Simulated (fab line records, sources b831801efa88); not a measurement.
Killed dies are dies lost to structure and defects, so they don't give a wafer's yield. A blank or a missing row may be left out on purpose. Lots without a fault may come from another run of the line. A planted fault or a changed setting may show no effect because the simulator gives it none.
fab line records | flow sky130 | part 2 of 2: steps 25 to 34 of 34
record lots=5 wafers=15 last_day=48
route steps=708 shown METAL4@628 VIA4@639 METAL5@661
lots that met no fault: from a run of the same line without faults
start_h: hours from the record's first day to the start of the lot's first wafer shown | wait_h: hours since the lot's step before | " the same as in the row above | L1.1+2: a row that stands for several wafers | - no value, or no start given | * or withheld: withheld | < > ~ a bound
route shown NAME@n: a module of which the file shows steps, and the number in the route of the first | usual: mean/standard deviation of fault-free wafers | same: alike in all rows | chamber/n: place in a boat | sites: the reading at each site | _std_site: their standard deviation | _edge_site: outer sites' mean less inner sites' | radius_mm: how far each site lies from the wafer's centre | mask NAME#n: copy n | behind: the tool/chamber that last shaped the wafer | hold: why the lot was held/for how many hours/how that ended | device: the transistor (n, p or np) that didn't switch | end of line: the same wafers' tests at the end of the route | a step without rows: its recipe alone | killed: dies lost to structure and defects at the first sort, not the wafer's yield | map: a wafer's dies, x killed, . not, _ none there
set.NAME: the setting as run; set.NAME@STEP: as run at that earlier step | model.NAME: the simulator's own value behind a step, which no gauge read
lots at some steps of the route; a table a step, a row a wafer
services: from which hour (start_h, from the record's first day; less than 0 if before it) a tool's chamber was out of use, for how many hours, and why
## steps
# step SKY_VIA4_STRIP_13
# recipe chemistry=O2/N2 power_w=1400 pressure_mtorr=1500 platen_temp_c=withheld o2_flow_sccm=3000 n2_flow_sccm=300 overash_fraction=0.5
# usual drypump_motor_current_A=5.7/0.35 oes_product_au=0.710/0.0046 strip_time_to_endpoint_s=12.81/0.03
# columns lot.wafer tool chamber start_h wait_h drypump_motor_current_A oes_product_au rf_hours_counter_h strip_time_to_endpoint_s
L076.1 plasma_asher-03 1 1020.66 - 5.8 0.707 27 12.81
L076.2 " 0 " " 6.0 0.707 27 12.78
L076.3 " 0 " " 6.0 0.710 - 12.86
L078.1 plasma_asher-03 0 1035.31 - 6.0 0.708 29 12.78
L078.2 " 1 " " 5.9 0.708 29 12.78
L078.4 " 1 " " 5.9 0.717 - 12.86
L084.1 plasma_asher-04 1 1079.91 - 5.0 0.712 70 12.79
L084.5 " 1 " " 5.0 0.711 - 12.82
L084.6 " 0 " " 5.7 0.719 - 12.81
L085.1 plasma_asher-03 0 1081.21 - 6.0 0.717 35 12.83
L085.4 " 0 " " 6.0 0.703 - 12.80
L085.6 " 1 " " 5.9 0.715 - 12.77
L087.2 plasma_asher-03 0 1096.06 - 6.0 0.712 37 12.79
L087.3 " 0 " " 6.0 0.714 - 12.79
L087.6 " 0 " " 6.0 0.709 - 12.77
# step SKY_VIA4_STRIP_14
# recipe chemistry=post_etch_residue_remover time_s=1200 temp_c=72.5
# usual temp_c=72.51/0.13
# columns lot.wafer tool chamber start_h wait_h temp_c
L076.1 wet_bench-04 2 1020.76 0.1 72.49
L076.2 " 2 " " 72.23
L076.3 " 2 " " 72.30
L078.1 wet_bench-01 2 1035.41 0.1 72.50
L078.2 " 2 " " 72.60
L078.4 " 2 " " 72.47
L084.1 wet_bench-01 3 1080.01 0.1 72.75
L084.5 " 3 " " 72.62
L084.6 " 3 " " 72.66
L085.1 wet_bench-03 1 1081.31 0.1 72.55
L085.4 " 1 " " 72.42
L085.6 " 1 " " 72.45
L087.2 wet_bench-01 1 1096.16 0.1 72.41
L087.3 " 1 " " 72.32
L087.6 " 1 " " 72.47
# step SKY_VIA4_CLEAN_15
# recipe chemistry=IPA time_s=180 temp_c=25
# usual temp_c=25.00/0.12
# columns lot.wafer tool chamber start_h wait_h temp_c
L076.1 wet_bench-01 3 1021.16 0.0 25.01
L076.2 " 3 " " 25.10
L076.3 " 3 " " 25.05
L078.1 wet_bench-03 1 1035.75 0.0 24.84
L078.2 " 1 " " 25.12
L078.4 " 1 " " 24.90
L084.1 wet_bench-04 2 1080.38 0.0 25.12
L084.5 " 2 " " 24.91
L084.6 " 2 " " 25.00
L085.1 wet_bench-01 3 1081.72 0.0 25.03
L085.4 " 3 " " 25.14
L085.6 " 3 " " 25.02
L087.2 wet_bench-04 0 1096.84 0.0 24.93
L087.3 " 0 " " 24.77
L087.6 " 0 " " 24.91
# step SKY_VIA4_CLEAN_16
# recipe chemistry=O3/DIW dry=n2_spin
# columns lot.wafer tool chamber start_h wait_h
L076.1+2+3 wet_bench-04 3 1021.30 0.0
L078.1+2+4 wet_bench-04 1 1035.87 0.0
L084.1+5+6 wet_bench-03 0 1080.44 0.0
L085.1+4+6 wet_bench-04 0 1081.78 0.0
L087.2+3+6 wet_bench-03 1 1096.91 0.0
# step SKY_VIA4_SPUTTER_17
# recipe material=TiN target_thk_nm=20 chamber_pressure_pa=5 power_w=4000 time_s=80
# usual throttle_valve_pct=29.8/0.95
# columns lot.wafer tool chamber start_h wait_h throttle_valve_pct
L076.1 pvd_sputter-03 - 1021.41 0.0 30.8
L076.2 " - " " 30.4
L076.3 " - " " 28.7
L078.1 pvd_sputter-02 - 1035.97 0.0 30.6
L078.2 " - " " 30.8
L078.4 " - " " 31.5
L084.1 pvd_sputter-04 - 1080.55 0.0 29.8
L084.5 " - " " 29.2
L084.6 " - " " 30.0
L085.1 pvd_sputter-04 - 1081.87 0.0 28.4
L085.4 " - " " 29.2
L085.6 " - " " 30.0
L087.2 pvd_sputter-04 - 1097.02 0.0 30.0
L087.3 " - " " 28.7
L087.6 " - " " 28.8
# step SKY_VIA4_CVD_18
# recipe material=W target_thk_nm=505 time_s=152.14 temp_c=400 pressure_torr=40
# usual heater_power_w=798/45
# columns lot.wafer tool chamber start_h wait_h heater_power_w
L076.1 cvd_w-02 1 1021.47 0.0 769
L076.2 " 0 " " 798
L076.3 " 0 " " 811
L078.1 cvd_w-02 1 1036.03 0.0 771
L078.2 " 0 " " 802
L078.4 " 0 " " 785
L084.1 cvd_w-02 1 1080.61 0.0 799
L084.5 " 1 " " 789
L084.6 " 0 " " 768
L085.1 cvd_w-02 1 1081.99 0.1 782
L085.4 " 1 " " 802
L085.6 " 0 " " 803
L087.2 cvd_w-02 0 1097.08 0.0 793
L087.3 " 1 " " 793
L087.6 " 1 " " 786
# step SKY_VIA4_RS_MEAS_19
# recipe thk_meas_gauge=four-point-probe reads=W_of_VIA4_CVD_18+TiN_of_VIA4_SPUTTER_17
# usual VIA4_W_RS=0.2255/0.003
# columns lot.wafer tool chamber start_h wait_h VIA4_W_RS[ohm/sq]
L076.1 film_metro-02 - 1021.62 0.1 0.2276
L076.2 " - " " 0.2233
L076.3 " - " " 0.2200
L078.1 film_metro-02 - 1036.18 0.1 0.2246
L078.2 " - " " 0.2209
L078.4 " - " " 0.2180
L084.1 film_metro-02 - 1080.76 0.1 0.2320
L084.5 " - " " 0.2327
L084.6 " - " " 0.2256
L085.1 film_metro-02 - 1082.14 0.1 0.2294
L085.4 " - " " 0.2325
L085.6 " - " " 0.2262
L087.2 film_metro-03 - 1097.25 0.1 0.2218
L087.3 " - " " 0.2277
L087.6 " - " " 0.2289
# step SKY_VIA4_THK_MEAS_20
# recipe thk_meas_gauge=xrf reads=W_of_VIA4_CVD_18
# usual VIA4_W_THK=494/7
# columns lot.wafer tool chamber start_h wait_h VIA4_W_THK[nm]
L076.1 film_metro-02 - 1021.74 0.1 489
L076.2 " - " " 500
L076.3 " - " " 505
L078.1 film_metro-02 - 1036.30 0.1 496
L078.2 " - " " 506
L078.4 " - " " 509
L084.1 film_metro-02 - 1080.88 0.1 479
L084.5 " - " " 474
L084.6 " - " " 495
L085.1 film_metro-02 - 1082.26 0.1 487
L085.4 " - " " 479
L085.6 " - " " 491
L087.2 film_metro-03 - 1097.36 0.1 499
L087.3 " - " " 488
L087.6 " - " " 487
# step SKY_VIA4_CMP_21
# recipe stop_on=SiO2 t_overpolish_s=25 down_force_psi=3.5 platen_rpm=60 target_thk_nm=0 pad_velocity_m_s=0.94248
# usual motor_current_A=11.0/1.2 overpolish_run_s=25.001/0.0083 slurry_filter_dp_kPa=13.50/0.13 time_to_endpoint_s=122/5.7
# columns lot.wafer tool chamber start_h wait_h motor_current_A overpolish_run_s slurry_filter_dp_kPa time_to_endpoint_s
L076.1 cmp-01 0 1021.80 0.1 10.8 24.995 13.68 118
L076.2 " 1 " " 10.5 25.009 13.78 116
L076.3 " 3 " " 11.4 25.002 13.43 122
L078.4 cmp-01 1 1036.40 0.1 10.9 25.006 13.54 117
L078.1 " 2 " " 10.5 25.008 13.45 114
L078.2 " 3 " " 11.9 25.007 13.59 120
L084.1 cmp-02 1 1081.09 0.2 11.6 25.006 13.68 130
L084.6 " 2 " " 13.1 24.994 13.35 126
L084.5 " 3 " " 8.7 24.997 13.42 123
L085.1 cmp-02 3 1082.37 0.1 8.7 25.008 13.89 120
L085.4 " 0 " " 10.1 25.001 13.36 119
L085.6 " 3 " " 8.8 24.996 13.54 122
L087.3 cmp-01 2 1097.80 0.4 10.5 25.011 13.57 116
L087.2 " 0 " " 10.9 24.996 13.46 126
L087.6 " 1 " " 11.0 24.998 13.53 117
# step SKY_METAL5_SPUTTER_00
# recipe material=Ti target_thk_nm=15 power_w=3000 time_s=10 chamber_pressure_pa=0.4
# usual throttle_valve_pct=30.1/0.81
# columns lot.wafer tool chamber start_h wait_h throttle_valve_pct
L076.1 pvd_sputter-02 - 1022.10 0.2 31.2
L076.2 " - " " 31.0
L076.3 " - " " 30.7
L078.1 pvd_sputter-03 - 1036.70 0.2 30.6
L078.2 " - " " 28.4
L078.4 " - " " 30.7
L084.1 pvd_sputter-02 - 1081.24 0.1 31.1
L084.5 " - " " 31.5
L084.6 " - " " 31.3
L085.1 pvd_sputter-03 - 1082.62 0.2 30.7
L085.4 " - " " 28.3
L085.6 " - " " 30.7
L087.2 pvd_sputter-01 - 1098.05 0.1 29.4
L087.3 " - " " 30.1
L087.6 " - " " 30.5
## services
# columns tool chamber start_h hours kind
plasma_asher-03 - 979.71 6.8 repair
hdpcvd-02 - 979.89 2.5 repair
rie_metal-03 - 988.33 2.8 pm
cvd_w-02 0 996.84 3.7 repair
cmp-01 - 997.92 0.6 repair
cmp-02 - 1013.08 3.8 pm
rie_diel-03 1 1015.80 6.6 repair
cmp-02 - 1023.78 3.6 repair
iline_stepper-01 - 1029.29 1.7 pm
rie_metal-03 - 1033.48 1.4 pm
cmp-01 - 1041.56 0.9 repair
wet_bench-01 - 1059.86 1.9 pm
cvd_w-02 1 1060.07 9.5 repair
cmp-01 - 1062.86 0.3 repair
cmp-02 - 1076.90 0.7 repair
hdpcvd-02 1 1081.13 19.4 repair
cmp-02 - 1083.31 6.1 repair
wet_bench-01 - 1085.61 7.5 repair
rie_metal-01 - 1086.94 0.7 repair
cmp-02 - 1089.46 4.0 pm
cvd_w-02 0 1090.09 2.7 repair
cmp-02 - 1093.46 4.6 pm
pvd_sputter-02 - 1094.82 10.0 repair
rie_diel-03 2 1096.13 4.1 repair
